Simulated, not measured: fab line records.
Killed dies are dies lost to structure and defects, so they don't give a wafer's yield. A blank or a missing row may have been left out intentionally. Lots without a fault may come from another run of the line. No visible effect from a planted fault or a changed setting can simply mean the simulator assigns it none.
fab line records | flow sfq_line
[record] lots = 14 wafers = 42 last_day = 91
route steps=325 shown L0@14 I2@114 M3@130 I3@136
lots that met no fault: taken from a fault-free run of the same line
start_h: start of the lot's first displayed wafer, in hours after the record's first day | wait_h: time in hours since the lot's previous step | " as in the row above | L1.1+2: one row covering several wafers at once | - no value present, or no start provided | * or withheld: withheld | < > ~ a bound
route shown NAME@n: NAME is a module with steps in the file, n the number in the route of the first one | usual: mean and standard deviation over wafers with no fault | same: alike in all rows | chamber/n: place in a boat | sites: each site's reading | _std_site: standard deviation of those values | _edge_site: outer sites' mean less inner sites' | radius_mm: how far each site lies from the wafer's centre | mask NAME#n: copy n | behind: the last tool/chamber to shape the wafer | hold: why the lot went on hold/how many hours it stayed there/how the hold came to an end | device: transistor that didn't switch, given as n, p or np | end of line: the tests these same wafers got at the end of their route | where a step has no rows: the recipe by itself | killed: the dies lost at the first sort to structure and to defects; this is not the yield of the wafer | map: dies across one wafer; x = killed, . = not, _ = none there
set.NAME: the setting as run; set.NAME@STEP: as run at that earlier step | model.NAME: the simulator's own value behind a step, which no gauge read
the route's steps for a sample of lots (tables are steps, rows are wafers)
services: a tool's chamber out of use, with start hour (start_h, from the record's first day; less than 0 if before it), hours out, and reason
[[steps]]
[step SFQ_TRILAYER_L0_STRIP_STRIP_009]
[recipe] gas = O2 power_w = 200 platen_temp_c = 40 overash_fraction = 0.65 chemistry = O2 pressure_mtorr = 50
[usual] chamber_pressure_mTorr = 50.00/0.045 drypump_motor_current_A = 6.0/0.5 oes_product_au = 1.002/0.0097
// columns lot.wafer tool chamber start_h wait_h chamber_pressure_mTorr drypump_motor_current_A oes_product_au rf_hours_counter_h
L632.2 rie_metal-01 1 104.95 0.0 49.98 6.6 1.008 2
L632.4 " 1 " " 49.98 6.6 1.001 -
L632.5 " 1 " " 50.03 6.6 0.995 -
L633.3 rie_metal-01 0 109.95 0.2 50.07 5.5 0.995 -
L633.5 " 1 " " 50.02 6.6 0.999 -
L633.6 " 0 " " 50.01 5.5 1.011 -
L634.1 rie_metal-02 0 114.55 0.0 50.02 6.3 0.992 46
L634.4 " 1 " " 49.98 5.1 0.995 -
L634.6 " 1 " " 49.97 5.1 1.005 -
L635.4 rie_metal-02 1 118.35 0.2 49.98 5.1 1.004 -
L635.5 " 0 " " 50.01 6.3 0.999 -
L635.6 " 1 " " 50.06 5.0 1.010 -
L636.1 rie_metal-04 0 119.35 0.0 49.93 6.2 1.006 15
L636.4 " 0 " " 50.03 6.2 1.007 -
L636.6 " 0 " " 50.06 6.2 0.995 -
L637.3 rie_metal-02 1 120.75 0.2 49.99 5.1 0.999 -
L637.4 " 0 " " 50.00 6.3 0.995 -
L637.6 " 0 " " 49.99 6.3 0.989 -
L639.3 rie_metal-04 0 129.15 0.2 50.05 6.1 0.998 -
L639.4 " 1 " " 50.08 6.2 1.009 -
L639.6 " 1 " " 50.04 6.2 1.017 -
L640.1 rie_metal-01 0 134.95 0.0 49.98 5.5 1.000 120
L640.2 " 1 " " 50.02 6.6 1.003 6
L640.6 " 1 " " 49.93 6.5 0.999 -
L643.2 rie_metal-02 0 149.39 0.0 50.06 6.3 0.996 51
L643.4 " 1 " " 49.96 5.1 0.999 -
L643.6 " 0 " " 49.96 6.3 0.987 -
L644.3 rie_metal-01 0 155.59 0.2 49.99 5.5 0.990 -
L644.5 " 1 " " 49.93 6.7 0.999 -
L644.6 " 0 " " 49.91 5.5 0.985 -
L646.1 rie_metal-04 1 169.79 0.0 49.99 6.2 1.018 131
L646.2 " 0 " " 49.96 6.2 1.005 22
L646.5 " 0 " " 50.00 6.2 1.000 -
L647.2 rie_metal-04 1 176.29 0.0 59.89 6.2 1.020 131
L647.3 " 1 " " 60.08 6.2 1.016 -
L647.5 " 0 " " 60.04 6.2 1.012 -
L649.1 rie_metal-04 1 187.09 0.0 59.94 6.2 1.015 133
L649.4 " 1 " " 60.04 6.2 1.018 -
L649.6 " 0 " " 60.02 6.2 1.018 -
L651.2 rie_metal-01 1 197.89 0.0 49.96 6.6 1.000 15
L651.3 " 0 " " 50.03 5.5 0.987 -
L651.4 " 1 " " 49.96 6.6 0.991 -
[step SFQ_TRILAYER_I2_VIA_BARC_OPEN_VIA_ETCH_096]
[recipe] mask_material = PR chemistry = O2 target_depth_nm = 125 target = BARC source_w = 500 bias_w = 80 pressure_mtorr = 30 time_s = 41.7
[usual] bias_w = 80.00/0.24 drypump_motor_current_A = 5.9/0.53 oes_product_au = 0.686/0.0045
// columns lot.wafer tool chamber start_h wait_h bias_w drypump_motor_current_A oes_product_au rf_hours_counter_h
L632.2 rie_diel-04 1 913.60 0.0 79.94 4.7 0.681 2
L632.4 " 2 " " 79.82 6.5 0.688 10
L632.5 " 2 " " 79.82 6.5 0.679 -
L633.3 rie_diel-04 1 924.40 0.0 80.01 4.7 0.681 2
L633.5 " 1 " " 79.78 4.7 0.681 -
L633.6 " 0 " " 79.78 5.7 0.692 -
L634.1 rie_diel-02 1 926.80 0.0 80.25 6.0 0.680 3
L634.4 " 0 " " 80.19 5.9 0.680 -
L634.6 " 3 " " 80.17 6.2 0.682 -
L635.4 rie_diel-04 2 929.20 0.0 80.34 6.5 0.680 10
L635.5 " 3 " " 79.89 6.1 0.689 -
L635.6 " 0 " " 80.29 5.7 0.683 -
L636.1 rie_diel-02 3 930.40 0.0 79.71 6.1 0.689 12
L636.4 " 1 " " 80.09 6.0 0.681 -
L636.6 " 3 " " 79.76 6.1 0.684 -
L637.3 rie_diel-04 2 931.60 0.0 80.48 6.5 0.686 10
L637.4 " 3 " " 80.00 6.1 0.686 4
L637.6 " 3 " " 80.06 6.1 0.687 -
L639.3 rie_diel-02 0 941.20 0.0 79.86 6.0 0.685 4
L639.4 " 1 " " 80.08 6.0 0.687 -
L639.6 " 0 " " 80.13 6.0 0.688 -
L640.1 rie_diel-04 1 944.80 0.0 79.63 4.7 0.685 2
L640.2 " 0 " " 80.02 5.7 0.683 17
L640.6 " 2 " " 79.93 6.5 0.688 -
L643.2 rie_diel-02 1 987.99 0.0 80.16 6.0 0.686 5
L643.4 " 3 " " 79.86 6.2 0.685 13
L643.6 " 1 " " 79.87 6.0 0.686 -
L644.3 rie_diel-02 1 992.79 0.0 79.98 6.0 0.698 5
L644.5 " 0 " " 79.86 5.9 0.689 -
L644.6 " 3 " " 80.07 6.1 0.681 -
L646.1 rie_diel-02 0 1011.99 0.0 80.11 5.9 0.683 6
L646.2 " 3 " " 79.98 6.2 0.686 13
L646.5 " 1 " " 80.10 6.0 0.683 -
L647.2 rie_diel-04 2 1031.19 0.0 79.53 6.5 0.681 12
L647.3 " 0 " " 79.47 5.7 0.693 18
L647.5 " 2 " " 79.67 6.5 0.687 -
L649.1 rie_diel-04 2 1045.59 0.0 80.10 6.5 0.685 12
L649.4 " 3 " " 80.45 6.1 0.678 6
L649.6 " 1 " " 79.67 4.7 0.684 -
L651.2 rie_diel-01 0 1051.59 0.0 80.11 6.0 0.690 9
L651.3 " 1 " " 80.09 6.0 0.690 3
L651.4 " 3 " " 79.57 6.2 0.683 -
[step SFQ_TRILAYER_M3_ETCH_METAL_ETCH_078]
[recipe] target = Nb stop_on = SiO2 mask_material = PR chemistry = Cl2/Ar target_depth_nm = 240 icp_w = 600 bias_w = 80 pressure_mtorr = 10 time_s = 120
[usual] bias_w = 79.99/0.24 drypump_motor_current_A = 6.0/0.49 oes_product_au = 0.895/0.0079
// columns lot.wafer tool chamber start_h wait_h bias_w drypump_motor_current_A oes_product_au rf_hours_counter_h
L632.2 rie_metal-04 0 917.17 0.0 80.22 6.2 0.885 128
L632.4 " 1 " " 79.99 6.2 0.889 -
L632.5 " 0 " " 80.14 6.1 0.892 -
L633.3 rie_metal-02 1 928.03 0.1 80.45 5.1 0.902 -
L633.5 " 1 " " 80.53 5.1 0.896 -
L633.6 " 0 " " 79.93 6.3 0.916 -
L634.1 rie_metal-01 0 931.59 0.0 79.83 5.5 0.882 64
L634.4 " 1 " " 79.73 6.5 0.886 -
L634.6 " 1 " " 80.25 6.6 0.886 -
L635.4 rie_metal-01 1 934.03 0.1 80.01 6.6 0.903 -
L635.5 " 1 " " 80.00 6.5 0.904 -
L635.6 " 0 " " 79.97 5.5 0.895 -
L636.1 rie_metal-01 1 936.39 0.0 79.75 6.5 0.878 111
L636.4 " 0 " " 79.80 5.5 0.891 -
L636.6 " 0 " " 79.74 5.5 0.890 -
L637.3 rie_metal-02 1 937.63 0.1 79.84 5.1 0.894 -
L637.4 " 0 " " 80.14 6.3 0.899 -
L637.6 " 1 " " 80.18 5.1 0.896 -
L639.3 rie_metal-04 1 944.84 0.1 80.41 6.2 0.893 -
L639.4 " 0 " " 79.78 6.2 0.898 -
L639.6 " 1 " " 80.09 6.2 0.907 -
L640.1 rie_metal-02 0 950.38 0.0 79.56 6.3 0.885 21
L640.2 " 1 " " 80.37 5.1 0.892 101
L640.6 " 0 " " 79.52 6.3 0.889 -
L643.2 rie_metal-01 1 991.56 0.0 80.02 6.6 0.899 120
L643.4 " 1 " " 80.16 6.6 0.894 -
L643.6 " 1 " " 80.11 6.6 0.883 -
L644.3 rie_metal-02 1 997.62 0.1 80.23 5.1 0.899 -
L644.5 " 0 " " 80.61 6.3 0.885 -
L644.6 " 1 " " 79.94 5.1 0.896 -
L646.1 rie_metal-04 0 1015.76 0.0 79.94 6.2 0.909 6
L646.2 " 1 " " 80.19 6.2 0.895 88
L646.5 " 0 " " 80.39 6.2 0.899 -
L647.2 rie_metal-01 0 1035.06 0.1 79.88 5.5 0.911 -
L647.3 " 0 " " 79.97 5.5 0.907 -
L647.5 " 0 " " 79.96 5.5 0.896 -
L649.1 rie_metal-04 1 1049.16 0.0 80.03 6.2 0.898 93
L649.4 " 1 " " 80.33 6.2 0.890 -
L649.6 " 0 " " 79.73 6.2 0.893 -
L651.2 rie_metal-01 0 1055.16 0.0 79.99 5.5 0.904 84
L651.3 " 0 " " 80.38 5.5 0.895 -
L651.4 " 1 " " 80.26 6.6 0.900 -
[step SFQ_TRILAYER_I3_METRO_MEASURE_083]
[usual] thk_nm = 200.7/1.1
// columns lot.wafer tool chamber start_h wait_h thk_nm
L632.2 film_metro-04 - 939.92 0.3 199.8
L632.4 " - " " 201.7
L632.5 " - " " 199.6
L633.3 film_metro-04 - 949.12 0.5 198.9
L633.5 " - " " 199.6
L633.6 " - " " 200.2
L634.1 film_metro-04 - 954.34 0.1 200.6
L634.4 " - " " 202.8
L634.6 " - " " 203.3
L635.4 film_metro-03 - 955.32 0.6 199.0
L635.5 " - " " 200.7
L635.6 " - " " 199.8
L636.1 film_metro-04 - 957.72 0.1 200.1
L636.4 " - " " 199.6
L636.6 " - " " 198.9
L637.3 film_metro-03 - 960.74 0.5 203.1
L637.4 " - " " 202.1
L637.6 " - " " 199.6
L639.3 film_metro-03 - 969.74 0.5 202.1
L639.4 " - " " 201.7
L639.6 " - " " 200.9
L640.1 film_metro-02 - 973.68 0.1 202.0
L640.2 " - " " 200.3
L640.6 " - " " 199.8
L643.2 film_metro-04 - 1006.88 0.3 203.0
L643.4 " - " " 200.0
L643.6 " - " " 201.9
L644.3 film_metro-03 - 1013.08 0.5 200.6
L644.5 " - " " 200.9
L644.6 " - " " 199.4
L646.1 film_metro-03 - 1026.34 0.1 200.3
L646.2 " - " " 200.4
L646.5 " - " " 201.6
L647.2 film_metro-03 - 1040.18 0.3 200.0
L647.3 " - " " 202.5
L647.5 " - " " 201.6
L649.1 film_metro-02 - 1060.62 0.1 200.8
L649.4 " - " " 202.1
L649.6 " - " " 201.6
L651.2 film_metro-03 - 1069.90 0.3 202.4
L651.3 " - " " 201.8
L651.4 " - " " 200.0
[[services]]
// columns tool chamber start_h hours kind
rie_metal-02 - 109.59 1.4 pm
rie_diel-04 2 129.71 12.2 repair
rie_diel-04 1 136.91 11.6 repair
film_metro-03 - 198.66 2.1 pm
rie_metal-02 1 248.22 7.3 repair
rie_metal-01 - 287.88 2.8 pm
rie_metal-01 1 334.87 6.0 repair
rie_metal-04 1 356.45 7.3 repair
rie_metal-02 - 370.97 0.1 repair
rie_metal-04 0 372.34 1.0 repair
rie_metal-02 1 380.56 1.4 repair
rie_metal-01 - 416.17 0.2 repair
rie_metal-04 - 438.10 2.8 pm
rie_metal-02 - 474.70 2.8 pm
rie_metal-04 - 599.17 0.8 repair
rie_metal-04 - 602.17 0.3 repair
rie_metal-02 - 641.13 10.0 pm
rie_metal-04 0 667.27 3.8 repair
rie_metal-04 - 673.15 1.4 pm
rie_metal-04 - 789.94 2.1 repair
rie_metal-01 - 839.23 0.2 repair
rie_metal-04 - 922.10 1.0 repair
rie_metal-04 - 1019.55 0.8 repair
rie_metal-04 1 1024.05 4.6 repair
[[key]]
[first_sign] step = SFQ_TRILAYER_L0_STRIP_STRIP_009 reading = chamber_pressure_mTorr direction = up sigmas = 99+ usual = 50.00 struck = 60.00
effect none on later readings
met_at SFQ_TRILAYER_L0_STRIP_STRIP_009
struck_lots L647,L649
not_acting_at SFQ_TRILAYER_I2_VIA_BARC_OPEN_VIA_ETCH_096,SFQ_TRILAYER_M3_ETCH_METAL_ETCH_078,SFQ_TRILAYER_I3_METRO_MEASURE_083
onset_between 169.79 176.29
[fault] kind = process_parameter_drift tool = rie_metal-04 chamber = - onset_h = 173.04 steps = SFQ_TRILAYER_L0_STRIP_STRIP_009 channel = pressure_mtorr offset = 10 shape = step end_h = 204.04 acts_in = these_recipes_only stated = 50
